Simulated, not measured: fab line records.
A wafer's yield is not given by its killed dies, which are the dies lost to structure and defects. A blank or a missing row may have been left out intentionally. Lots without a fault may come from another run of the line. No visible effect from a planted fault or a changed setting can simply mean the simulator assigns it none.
Chamber matching -- flow gf180mcu -- GF_V1_CVD_02 on pecvd-04: 3 sister chambers
The step deposits SiO2 from TEOS, target thk 850 nm, time 94.851 s. 6 wafers are shown with their chamber, then 7 later ones without.

## WAFERS, EACH WITH ITS CHAMBER
wafer,chamber,heater-power-w (W)
L277.1,0,560
L283.2,2,832
L283.5,1,556
L283.6,0,604
L285.1,2,819
L285.2,1,550

## WAFERS WHOSE CHAMBER IS MISSING
wafer,heater-power-w (W)
L285.6,866
L293.2,913
L293.4,551
L293.6,627
L294.1,615
L294.4,496
L294.5,474

## WHICH CHAMBER EACH WENT THROUGH
wafer,from the rows above,in truth
L285.6,2,2
L293.2,2,2
L293.4,can't be placed: 1 or 0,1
L293.6,can't be placed: 0 or 1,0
L294.1,can't be placed: 0 or 1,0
L294.4,can't be placed: 1 or 0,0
L294.5,can't be placed: 1 or 0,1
Placed correctly: 2 of 7. Can't be placed from these rows: 5 (the true chamber is among the candidates in 5). Wrongly placed: 0.
How it was worked out, from the rows above alone: a wafer's distance from a chamber is the root of the sum, over the readings, of the square of ((its reading less the chamber's mean) divided by the reading's scatter). If the next closest chamber is less than 2 further off than the closest, the wafer can't be placed; otherwise it belongs to the closest. The mean given for a chamber averages the wafers shown for that chamber. How the scatter is found: for the shown wafers, subtract from each reading the mean of its chamber, square and add these, divide the total by (wafers less chambers), then take the root.
